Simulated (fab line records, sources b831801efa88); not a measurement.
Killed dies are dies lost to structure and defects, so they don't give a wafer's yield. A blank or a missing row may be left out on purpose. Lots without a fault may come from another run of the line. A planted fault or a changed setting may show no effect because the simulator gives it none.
Chamber matching | flow sky130 | SKY_VIA1_CMP_02 on cmp-02: 4 sister chambers
The step polishes SiO2. 4 wafers are shown with their chamber, then 8 later ones without.

WAFERS WITH THEIR CHAMBER
wafer  | chamber | motor_current_A (A)
L846.3 | 0       | 12.8
L848.5 | 2       | 11.2
L848.6 | 3       | 13.0
L849.1 | 1       | 11.7

WAFERS WITHOUT THEIR CHAMBER
wafer  | motor_current_A (A)
L849.2 | 11.3
L849.4 | 12.4
L851.1 | 12.0
L851.3 | 13.3
L851.5 | 11.9
L861.1 | 13.2
L861.3 | 12.3
L861.5 | 12.9

WHICH CHAMBER EACH WENT THROUGH
wafer  | from the rows above          | in truth
L849.2 | can't be placed: 2 or 1      | 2
L849.4 | can't be placed: 0 or 3 or 1 | 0
L851.1 | can't be placed: 1 or 0 or 2 | 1
L851.3 | can't be placed: 3 or 0      | 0
L851.5 | can't be placed: 1 or 2      | 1
L861.1 | can't be placed: 3 or 0      | 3
L861.3 | can't be placed: 0 or 1 or 3 | 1
L861.5 | can't be placed: 0 or 3      | 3
Placed correctly: 0 of 8. Can't be placed from these rows: 8 (the true chamber is among the candidates in 8). Placed wrongly: 0.
How it was worked out, from the rows above alone: a wafer's distance from a chamber is the root of the sum, over the readings, of the square of ((its reading less the chamber's mean) divided by the reading's scatter). The wafer belongs to the nearest chamber; if the next one is less than 2 further off, it can't be placed. A chamber's mean is the mean of its shown wafers. The scatter: with one shown wafer a chamber, the root of the mean of the squares of how far each hidden wafer lies from its nearest shown one.
